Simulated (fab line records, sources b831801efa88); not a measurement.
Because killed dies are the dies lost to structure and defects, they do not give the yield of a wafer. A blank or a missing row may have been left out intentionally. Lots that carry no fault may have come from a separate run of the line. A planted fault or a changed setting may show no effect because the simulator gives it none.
Which tool is to blame? :: flow gf180mcu :: 36 wafers from 12 lots sampled at 3 of the route's 602 steps

## WHAT THE GAUGES READ, wafer by wafer
GF_V2_OVL_MEAS_15. Usual: for V2_OVL the level is 2 nm and the standard deviation is 5.8.
lot: L981
measured: day 20 06:22
on: overlay-01
V2_OVL (nm): 0 -1 6
flag: 

lot: L982
measured: day 21 04:46
on: overlay-02
V2_OVL (nm): -3 -2 5
flag: 

lot: L983
measured: day 21 12:24
on: overlay-01
V2_OVL (nm): 3 1 1
flag: 

lot: L984
measured: day 21 20:39
on: overlay-01
V2_OVL (nm): -5 -5 -2
flag: 

lot: L988
measured: day 23 07:16
on: overlay-02
V2_OVL (nm): -6 4 -2
flag: 

lot: L990
measured: day 23 23:27
on: overlay-01
V2_OVL (nm): 8 6 15
flag: 

lot: L992
measured: day 24 14:38
on: overlay-02
V2_OVL (nm): 0 2 2
flag: 

lot: L998
measured: day 26 11:22
on: overlay-01
V2_OVL (nm): 3 4 11
flag: 

lot: L999
measured: day 26 17:17
on: overlay-01
V2_OVL (nm): 11 8 3
flag: 

lot: L101
measured: day 27 08:15
on: overlay-02
V2_OVL (nm): -6 -3 -1
flag: 

lot: L102
measured: day 27 19:09
on: overlay-01
V2_OVL (nm): 0 4 5
flag: 

lot: L103
measured: day 27 22:33
on: overlay-02
V2_OVL (nm): -6 -5 -6
flag: 

GF_V3_THK_MEAS_03. Usual: for V3_CVD_02_THK the level is 851 nm and the standard deviation is 13.
lot: L981
measured: day 21 09:07
on: film_metro-04
V3_CVD_02_THK (nm): 833 836 851
flag: 

lot: L982
measured: day 22 07:25
on: film_metro-04
V3_CVD_02_THK (nm): 863 862 871
flag: 

lot: L983
measured: day 22 14:38
on: film_metro-02
V3_CVD_02_THK (nm): 853 869 858
flag: 

lot: L984
measured: day 22 22:50
on: film_metro-01
V3_CVD_02_THK (nm): 835 855 850
flag: 

lot: L988
measured: day 24 09:08
on: film_metro-02
V3_CVD_02_THK (nm): 856 838 860
flag: 

lot: L990
measured: day 25 00:25
on: film_metro-04
V3_CVD_02_THK (nm): 299 299 315
flag: OFF

lot: L992
measured: day 25 15:00
on: film_metro-02
V3_CVD_02_THK (nm): 286 309 290
flag: OFF

lot: L998
measured: day 27 10:40
on: film_metro-04
V3_CVD_02_THK (nm): 837 853 855
flag: 

lot: L999
measured: day 27 16:04
on: film_metro-02
V3_CVD_02_THK (nm): 841 852 857
flag: 

lot: L101
measured: day 28 07:17
on: film_metro-02
V3_CVD_02_THK (nm): 834 859 834
flag: 

lot: L102
measured: day 28 17:05
on: film_metro-02
V3_CVD_02_THK (nm): 845 840 856
flag: 

lot: L103
measured: day 28 20:17
on: film_metro-01
V3_CVD_02_THK (nm): 820 861 861
flag: 

## EACH LOT AND THE TOOL THAT RAN IT (in order: tool; ch and the chambers of the sampled wafers; start)
lot: L981
GF_V3_CVD_02: pecvd-02 ch 0,2, day 21 09:01

lot: L982
GF_V3_CVD_02: pecvd-02 ch 0,1, day 22 07:20

lot: L983
GF_V3_CVD_02: pecvd-03 ch 0,1, day 22 14:34

lot: L984
GF_V3_CVD_02: pecvd-03 ch 0,2, day 22 22:45

lot: L988
GF_V3_CVD_02: pecvd-02 ch 0,2, day 24 09:03

lot: L990
GF_V3_CVD_02: pecvd-03 ch 0,2, day 25 00:20

lot: L992
GF_V3_CVD_02: pecvd-03 ch 1,2, day 25 14:56

lot: L998
GF_V3_CVD_02: pecvd-02 ch 0,2, day 27 10:36

lot: L999
GF_V3_CVD_02: pecvd-02 ch 0,1,2, day 27 15:59

lot: L101
GF_V3_CVD_02: pecvd-04 ch 0,1,2, day 28 07:13

lot: L102
GF_V3_CVD_02: pecvd-02 ch 0,2, day 28 17:01

lot: L103
GF_V3_CVD_02: pecvd-04 ch 0,1,2, day 28 20:12
- GF_V3_CVD_02: deposits SiO2 from TEOS, target thk 850 nm, time 94.851 s.

## AS READ BY THE TOOLS THEMSELVES (means over the sampled wafers that have a number; for cases with no such wafer, the mark the record gives instead)
GF_V3_CVD_02. Usual: heater_power_w 696 W, standard deviation 77; run_length_s 122.5 s, standard deviation 0.7.
lot: L981
tool: pecvd-02
heater_power_w (W): 677
run_length_s (s): 122.5
flag: 

lot: L982
tool: pecvd-02
heater_power_w (W): 709
run_length_s (s): 123.8
flag: 

lot: L983
tool: pecvd-03
heater_power_w (W): 762
run_length_s (s): 122.0
flag: 

lot: L984
tool: pecvd-03
heater_power_w (W): 702
run_length_s (s): 122.1
flag: 

lot: L988
tool: pecvd-02
heater_power_w (W): 691
run_length_s (s): 122.9
flag: 

lot: L990
tool: pecvd-03
heater_power_w (W): 700
run_length_s (s): 60.7
flag: OFF

lot: L992
tool: pecvd-03
heater_power_w (W): 761
run_length_s (s): 61.0
flag: OFF

lot: L998
tool: pecvd-02
heater_power_w (W): 659
run_length_s (s): 122.6
flag: 

lot: L999
tool: pecvd-02
heater_power_w (W): 708
run_length_s (s): 123.1
flag: 

lot: L101
tool: pecvd-04
heater_power_w (W): 651
run_length_s (s): 122.4
flag: 

lot: L102
tool: pecvd-02
heater_power_w (W): 717
run_length_s (s): 122.8
flag: 

lot: L103
tool: pecvd-04
heater_power_w (W): 651
run_length_s (s): 122.6
flag: 

## THE ANSWER, worked out from the rows above alone
Rule: a lot is off if the mean of its wafers that have a number lies more than 3 standard deviations from the usual mean. A lot without any number at a reading at which 4 lots or more have one is off too. Any other lot the step has rows for is counted as sound. First the gauges in route order, then the tools' own readings, where a lot's mean is used as printed above. The first step at which some lot is off is used, and at that step the reading that is off furthest; a lot without a number counts as furthest.
Off: at GF_V3_THK_MEAS_03 (V3_CVD_02_THK), L990, L992.
A tool fits if, at a process step before that reading, it ran every lot that is off, and no sound lot after the first of them. The gauges at GF_V3_THK_MEAS_03 aren't tried: what is off there is off at GF_V3_CVD_02 too, on other tools, and a gauge's error can't cause that. One fits: pecvd-03 at GF_V3_CVD_02. A fault onset in the window from L984 (day 22 22:45, its last sound lot) to L990 (day 25 00:20, its first lot off) fits.
The tool's own readings at GF_V3_CVD_02 bear it out: on the lots that are off they differ by more than 5 times the standard deviation of the sound lots' means. run_length_s reads 60.9 s there against 122.7 s on the sound lots.

## WHAT THE SIMULATOR PUT IN
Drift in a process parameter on pecvd-03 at GF_V3_CVD_02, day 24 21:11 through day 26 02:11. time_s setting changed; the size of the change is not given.
Struck lots among those shown: L990, L992. This agrees with what the rule above found.
